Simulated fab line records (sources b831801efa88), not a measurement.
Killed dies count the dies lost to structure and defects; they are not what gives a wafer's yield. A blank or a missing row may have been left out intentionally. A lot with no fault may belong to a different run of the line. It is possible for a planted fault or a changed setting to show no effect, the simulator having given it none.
2 desks, one fault	flow gf180mcu	every desk sees just its own numbers, and what lay behind them comes last

## TOOL OWNER'S DESK, implanter-01
GF_LVPWELL_IMPLANT_09, tool's own readings: per-lot mean of the sampled wafers with a number, covering each lot this tool ran. Any lot whose mean is over 4 standard deviations away from the usual mean is out of limits and marked OUT; that distance is given in the brackets.
Columns: A = beam energy keV at GF_LVPWELL_IMPLANT_09, usual 59.999
lot	first seen here	A
L949	day 4 07:35	59.973
L957	day 6 04:55	60.003
L961	day 7 05:28	55.775 (-99 or more) OUT
L964	day 7 19:32	55.788 (-99 or more) OUT
This desk finds L961, L964 out of limits, L961 being first, at day 7 05:28 (beam energy keV at GF_LVPWELL_IMPLANT_09). In limits: L949, L957.

## THE METROLOGY DESK
What the gauges read, lot by lot, whatever tool the lot ran on: means of the sampled wafers that have a number. Any lot whose mean is over 4 standard deviations away from the usual mean is out of limits and marked OUT; that distance is given in the brackets.
Columns: A = STI_OXIDATION_THK at GF_STI_THK_MEAS_02, usual 10.10 nm; B = MVPSD_OVL at GF_MVPSD_OVL_MEAS_07, usual 1.2 nm; C = NWELL_RS at GF_VT_IMPLANT_RS_MEAS_47, usual 488.0 ohm/sq
lot	first seen here	A	B	C
L948	day 1 17:54	9.96	2.6	488.0
L949	day 1 21:31	10.10	0.9	487.7
L950	day 2 02:31	10.38	1.1	486.6
L951	day 2 07:38	10.12	3.1	486.0
L954	day 2 22:52	10.38	1.2	486.6
L955	day 3 03:40	10.43	0.5	489.1
L957	day 3 13:31	10.01	2.2	489.1
L961	day 4 09:52	9.93	0.1	488.8
L964	day 5 00:31	9.78	3.3	489.9
L965	day 5 06:29	10.29	0.3	486.4
L966	day 5 10:47	10.03	1.4	487.4
L967	day 5 15:31	9.93	0.0	488.4
L968	day 5 20:32	9.95	0.9	488.4
L969	day 6 02:17	9.98	1.1	487.4
This desk's finding: nothing out of limits on any of the 14 lots.

## TAKEN TOGETHER
At day 7 05:28, on L961, L964, the tool owner's desk was in a position to raise an alarm.
From the metrology desk's view, nothing was out of limits.
The metrology desk has L961, L964 on record, within its limits.
On implanter-01, each named lot ran GF_LVPWELL_IMPLANT_09.

## WHAT HAD BEEN PUT IN BY THE SIMULATOR
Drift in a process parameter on implanter-01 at GF_LVPWELL_IMPLANT_09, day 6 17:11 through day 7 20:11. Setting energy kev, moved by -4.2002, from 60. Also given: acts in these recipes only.
Struck lots among those shown: L961, L964.
Hours from the fault's start to each desk's first reading out of limits: the tool owner's desk, 12.
